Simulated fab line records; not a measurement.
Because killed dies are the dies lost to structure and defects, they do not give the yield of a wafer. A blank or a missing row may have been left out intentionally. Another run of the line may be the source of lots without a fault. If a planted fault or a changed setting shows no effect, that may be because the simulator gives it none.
Which tool was responsible?	flow sfq_line	15 lots with 44 wafers sampled at 2 steps, on a route of 325 steps

== WHAT THE GAUGES READ, wafer by wafer ==
The record lacks any reading of a measuring or inspecting step that a usual standard deviation could be used to judge.

== EACH LOT AND THE TOOL THAT RAN IT (in order: tool; ch and the chambers of the sampled wafers; start) ==
lot	SFQ_TRILAYER_I0_DEP_PECVD_027	SFQ_TRILAYER_I0_CMP_CMP_028
L618	pecvd-01 ch 0,1, day 7 13:36	cmp-02 ch 0,2, day 7 18:53
L619	pecvd-01 ch 0,1,2, day 7 23:12	cmp-02 ch 2,3, day 8 03:23
L620	pecvd-04 ch 0,1,2, day 8 05:12	cmp-01 ch 0,1, day 8 05:16
L621	pecvd-01 ch 0,2, day 8 10:47	cmp-01 ch 0,3, day 8 11:46
L622	pecvd-04 ch 0,1,2, day 8 11:38	cmp-02 ch 0,2, day 8 12:29
L623	pecvd-03 ch 0,1,2, day 8 16:00	cmp-02 ch 0,1,2, day 8 16:04
L624	pecvd-03 ch 0,1, day 9 01:11	cmp-02 ch 2,3, day 9 02:44
L625	pecvd-03 ch 0,1,2, day 9 12:00	cmp-02 ch 0,1, day 9 12:34
L626	pecvd-01 ch 0,2, day 10 00:26	cmp-02 ch 0,2,3, day 10 01:01
L627	pecvd-04 ch 0,1, day 10 05:14	cmp-01 ch 0,3, day 10 05:49
L628	pecvd-01 ch 0,1,2, day 10 13:11	cmp-01 ch 0,3, day 10 17:38
L637	pecvd-01 ch 1,2, day 12 20:12	cmp-02 ch 0,1, day 13 03:49
L638	pecvd-01 ch 1,2, day 13 05:48	cmp-02 ch 1,3, day 13 13:34
L639	pecvd-01 ch 0,1,2, day 13 09:24	cmp-01 ch 0,3, day 13 15:08
L641	pecvd-03 ch 0,2, day 14 01:01	cmp-01 ch 2,3, day 14 06:08
- SFQ_TRILAYER_I0_DEP_PECVD_027: deposits SiO2 from SiH4/N2O, time 111.11 s, target thk 500 nm.
- SFQ_TRILAYER_I0_CMP_CMP_028: polishes SiO2.

== WHAT THE TOOLS THEMSELVES READ (means of the sampled wafers that have a number; where no wafer has one, the mark that the record gives instead) ==
SFQ_TRILAYER_I0_DEP_PECVD_027. Usual: chamber_pressure_Torr 2.400 Torr, standard deviation 0.0053; heater_power_w 83 W, standard deviation 9.1; run_length_s 139.2 s, standard deviation 0.65; throttle_valve_pct 24.2 %, standard deviation 0.97.
lot	tool	chamber_pressure_Torr (Torr)	heater_power_w (W)	run_length_s (s)	throttle_valve_pct (%)	flag
L618	pecvd-01	2.401	87	139.6	24.8	
L619	pecvd-01	2.401	87	139.2	24.2	
L620	pecvd-04	2.403	72	139.3	24.9	
L621	pecvd-01	2.408	84	138.7	23.8	
L622	pecvd-04	2.405	71	139.4	24.9	
L623	pecvd-03	2.396	86	139.2	24.0	
L624	pecvd-03	2.398	89	139.7	24.0	
L625	pecvd-03	2.397	87	139.4	24.1	
L626	pecvd-01	2.401	79	138.4	24.4	
L627	pecvd-04	2.395	71	139.4	23.6	
L628	pecvd-01	2.398	87	139.1	24.4	
L637	pecvd-01	2.407	90	156.0	24.6	OFF
L638	pecvd-01	2.397	92	144.5	24.2	OFF
L639	pecvd-01	2.401	85	144.7	24.8	OFF
L641	pecvd-03	2.396	89	139.4	24.4	

SFQ_TRILAYER_I0_CMP_CMP_028. Usual: motor_current_A 9.8 A, standard deviation 0.74; retaining_ring_pressure_frac 1.000, standard deviation 0.0057; time_to_endpoint_s 216 s, standard deviation 8.2.
lot	tool	motor_current_A (A)	retaining_ring_pressure_frac	time_to_endpoint_s (s)	flag
L618	cmp-02	10.0	1.004	226	
L619	cmp-02	10.6	0.995	220	
L620	cmp-01	9.4	0.996	212	
L621	cmp-01	9.1	0.999	212	
L622	cmp-02	9.8	1.000	222	
L623	cmp-02	9.4	0.997	215	
L624	cmp-02	10.7	1.010	218	
L625	cmp-02	9.6	1.000	221	
L626	cmp-02	10.4	0.994	224	
L627	cmp-01	9.4	1.003	210	
L628	cmp-01	9.4	0.997	216	
L637	cmp-02	9.1	1.000	270	OFF
L638	cmp-02	9.8	0.998	230	
L639	cmp-01	9.5	0.997	233	
L641	cmp-01	9.8	1.004	211	

== THE ANSWER, worked out from the rows above alone ==
Rule: lot off if the mean of its wafers having a number is beyond 3 standard deviations from the usual mean. A lot without any number at a reading at which 4 lots or more have one is off too. All remaining lots with rows at the step are treated as sound. The gauges are gone through in route order, then the tools' own readings, and for those a lot's mean is taken as printed above. At the first step where some lot is off, the reading lying furthest off is the one used; lots without a number count as furthest.
Off at SFQ_TRILAYER_I0_DEP_PECVD_027 (run_length_s): L637, L638, L639.
If a tool, at that step or one of the process steps before it, ran each lot that is off and ran no sound lot following the first of them, it fits. One candidate fits, namely pecvd-01 at SFQ_TRILAYER_I0_DEP_PECVD_027. A fault onset in the window from L628 (day 10 13:11, its last sound lot) to L637 (day 12 20:12, its first lot off) fits.
The tool's own readings at SFQ_TRILAYER_I0_DEP_PECVD_027 bear it out: on the lots that are off they differ by more than 5 times the standard deviation of the sound lots' means. run_length_s reads 148.4 s there against 139.2 s on the sound lots.

== WHAT THE SIMULATOR HAD PUT IN ==
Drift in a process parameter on pecvd-01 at SFQ_TRILAYER_I0_DEP_PECVD_027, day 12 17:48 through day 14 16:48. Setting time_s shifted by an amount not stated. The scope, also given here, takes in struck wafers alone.
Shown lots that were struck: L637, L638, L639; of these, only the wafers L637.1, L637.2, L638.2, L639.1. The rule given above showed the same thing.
